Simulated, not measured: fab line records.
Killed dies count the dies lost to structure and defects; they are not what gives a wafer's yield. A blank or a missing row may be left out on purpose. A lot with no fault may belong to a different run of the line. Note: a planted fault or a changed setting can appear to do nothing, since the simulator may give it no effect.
Problem report, 8D (eight disciplines) form, completed by code :: flow gf180mcu :: the parts of the form that need people (team, actions taken, sign-off) are left out

1. WHAT IS WRONG
Mean HV_LDD_3_TW at GF_HV_LDD_TW_MEAS_38: 1520 over 6 wafers in 2 lots; fault-free wafers: 1425, standard deviation 9.4. That is +10 standard deviations from the usual mean.
The first sign was on wafer L765.2 at day 13 06:25, on film-metro-04. Wafers with a number at this step in the record: 39, from 13 lots. Rule for "out" (also "out of limits"): further than 4 standard deviations from the usual mean. The other wafers with a number count as sound.

2. WHAT THIS IS AND IS NOT
question: which readings at this step
is: HV_LDD_3_TW
is not: -

question: which lots
is: L765, L768
is not: L760, L761, L763, L769, L775, L776, L777, L778, L779, L781, L782

question: which wafers of those lots
is: all that have a number
is not: -

question: read on which gauges
is: film-metro-03, film-metro-04
is not: film-metro-01

question: when
is: from day 13 06:25
is not: up to then (9 sound wafers); but 24 sound wafers of L769, L775, L776, L777, L778, L779, L781, L782 came after

3. WHAT RULES OUT EACH SUSPECT
Counting: any tool at a process step up to the reading is kept as a suspect provided that every lot that is out went through it and no sound lot did after the first of them.
- ruled out: the gauge at GF_HV_LDD_TW_MEAS_38. 2 gauges (film-metro-03, film-metro-04) read the wafers that are out.
- implanter-02 at GF_HV_LDD_IMPLANT_36: ruled out as a lasting fault. Sound lots L776, L777, L781 ran on it after its first lot that is out, L765 (day 13 06:11).
Left after counting: nothing in the record.

4. THE CAUSE (what the simulator had put in)
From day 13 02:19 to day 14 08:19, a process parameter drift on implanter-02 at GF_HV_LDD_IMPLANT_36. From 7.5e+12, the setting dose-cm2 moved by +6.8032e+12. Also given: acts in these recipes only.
It was ruled out by counting, in error; the rule expects a fault to strike all lots run on its tool from its start on, and this fault did not.

5. THE EFFECT CHAIN, in route order
Each row: a reading whose mean over the struck wafers that have a number lies more than 3 standard deviations from the usual. Only readings whose record carries a usual standard deviation are examined. hours: median over the lots of the time between each lot's start at the first step of this table that gives one and its start at this step. sigmas: the change, counted in usual standard deviations.
hours: 0
step: GF_HV_LDD_IMPLANT_36
reading: dose-ions-cm2
usual: 7.502e+12
on struck wafers: 1.431e+13
change: +6.806e+12
sigmas: +99 or more

hours: 0
step: GF_HV_LDD_IMPLANT_36
reading: faraday-current-uA
usual: 42.4
on struck wafers: 81.0
change: +38.6
sigmas: +44

hours: 0
step: GF_HV_LDD_TW_MEAS_38
reading: HV_LDD_3_TW
usual: 1425
on struck wafers: 1520
change: +96
sigmas: +10

hours: 22
step: GF_HV_LDD_RS_MEAS_53
reading: HV_LDD_RS
usual: 418.5 ohm/sq
on struck wafers: 401.6
change: -16.9
sigmas: -19
The process steps in it:
- GF_HV_LDD_IMPLANT_36
At these later measuring or inspecting steps, every struck wafer for which the step has a row has a number for every such reading, and none has moved that far: GF_SALICIDE_THK_MEAS_05.

6. HOW IT WOULD HAVE BEEN CAUGHT EARLIER
4 hours passed between the start of the fault at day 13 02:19 and the first reading out of limits at a measuring or inspecting step in this record, taken at day 13 06:25.
At GF_HV_LDD_IMPLANT_36, the tool's own readings (dose-ions-cm2, faraday-current-uA) were out on each struck wafer the step has a row for, so an alarm limit on them would have fired on the first such wafer.
